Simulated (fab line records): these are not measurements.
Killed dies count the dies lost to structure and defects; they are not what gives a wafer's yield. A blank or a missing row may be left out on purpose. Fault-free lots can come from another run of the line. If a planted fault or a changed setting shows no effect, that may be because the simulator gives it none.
Matching of chambers	flow sfq line	SFQ_TRILAYER_L0_CAP_PECVD_011 on pecvd-02 has 3 sister chambers
The step deposits SiO2 from SiH4/N2O, time 13.333 s, target thk 60 nm. 3 wafers are shown with their chamber, then 8 later ones without.

== WAFERS, EACH WITH ITS CHAMBER ==
wafer	chamber	throttle valve pct (%)
L494.1	1	24.9
L494.5	2	25.7
L498.3	0	24.6

== WAFERS WHOSE CHAMBER IS MISSING ==
wafer	throttle valve pct (%)
L498.4	24.9
L498.6	25.4
L499.1	25.5
L499.4	25.5
L499.5	24.6
L501.3	25.0
L501.4	25.5
L501.5	24.6

== EACH ONE'S CHAMBER ==
wafer	from the rows above	in truth
L498.4	can't be placed: 1 or 0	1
L498.6	can't be placed: 2 or 1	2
L499.1	2	2
L499.4	2	2
L499.5	can't be placed: 0 or 1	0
L501.3	can't be placed: 1 or 0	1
L501.4	2	2
L501.5	can't be placed: 0 or 1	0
Placed correctly: 3 of 8. Not placeable from these rows: 5 (in 5, the candidates include the true chamber). Placed wrongly: 0.
How it was worked out, from the rows above alone: a wafer's distance from a chamber is the root of the sum, over the readings, of the square of ((its reading less the chamber's mean) divided by the reading's scatter). The wafer belongs to the nearest chamber; if the next one is less than 2 further off, it can't be placed. A chamber's mean is the mean of its shown wafers. The scatter: root of mean squared gap, hidden wafer to nearest shown wafer, with one shown wafer a chamber.
